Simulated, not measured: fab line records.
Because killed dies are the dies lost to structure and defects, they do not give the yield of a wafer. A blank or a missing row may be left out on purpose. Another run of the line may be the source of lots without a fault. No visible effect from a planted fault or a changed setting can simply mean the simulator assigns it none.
Matching of chambers || flow sky130 || 4 sister chambers for SKY_CONTACT_ETCH_17 on rieDiel-03
The step etches SiO2 in C4F8/O2/Ar, stops on Si3N4, target depth 340 nm. 4 wafers are shown with their chamber, then 9 later ones without.

EACH WAFER AND ITS CHAMBER
{"wafer": "L088.3", "chamber": 0, "chamberPressureMTorr (mTorr)": 39.95}
{"wafer": "L093.1", "chamber": 2, "chamberPressureMTorr (mTorr)": 39.93}
{"wafer": "L093.2", "chamber": 3, "chamberPressureMTorr (mTorr)": 39.99}
{"wafer": "L093.3", "chamber": 1, "chamberPressureMTorr (mTorr)": 39.95}

WAFERS WITH NO CHAMBER GIVEN
{"wafer": "L095.1", "chamberPressureMTorr (mTorr)": 40.05}
{"wafer": "L095.2", "chamberPressureMTorr (mTorr)": 40.00}
{"wafer": "L095.4", "chamberPressureMTorr (mTorr)": 40.06}
{"wafer": "L094.2", "chamberPressureMTorr (mTorr)": 39.97}
{"wafer": "L094.4", "chamberPressureMTorr (mTorr)": 40.03}
{"wafer": "L094.6", "chamberPressureMTorr (mTorr)": 39.95}
{"wafer": "L096.1", "chamberPressureMTorr (mTorr)": 40.04}
{"wafer": "L096.4", "chamberPressureMTorr (mTorr)": 39.99}
{"wafer": "L096.5", "chamberPressureMTorr (mTorr)": 40.01}

EACH ONE'S CHAMBER
{"wafer": "L095.1", "from the rows above": "can't be placed: 3 or 0 or 1 or 2", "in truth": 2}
{"wafer": "L095.2", "from the rows above": "can't be placed: 3 or 0 or 1 or 2", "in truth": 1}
{"wafer": "L095.4", "from the rows above": "can't be placed: 3 or 0 or 1 or 2", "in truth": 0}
{"wafer": "L094.2", "from the rows above": "can't be placed: 0 or 1 or 3 or 2", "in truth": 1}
{"wafer": "L094.4", "from the rows above": "can't be placed: 3 or 0 or 1 or 2", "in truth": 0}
{"wafer": "L094.6", "from the rows above": "can't be placed: 0 or 1 or 2 or 3", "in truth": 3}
{"wafer": "L096.1", "from the rows above": "can't be placed: 3 or 0 or 1 or 2", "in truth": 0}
{"wafer": "L096.4", "from the rows above": "can't be placed: 3 or 0 or 1 or 2", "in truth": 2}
{"wafer": "L096.5", "from the rows above": "can't be placed: 3 or 0 or 1 or 2", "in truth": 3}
0 of 9 placed correctly. Can't be placed from these rows: 9 (the true chamber is among the candidates in 9). 0 placed wrongly.
How it was worked out, from the rows above alone: a wafer's distance from a chamber is the root of the sum, over the readings, of the square of ((its reading less the chamber's mean) divided by the reading's scatter). If the next closest chamber is less than 2 further off than the closest, the wafer can't be placed; otherwise it belongs to the closest. For every chamber, the mean is computed from those of its wafers that are shown. The scatter: with one shown wafer a chamber, the root of the mean of the squares of how far each hidden wafer lies from its nearest shown one.
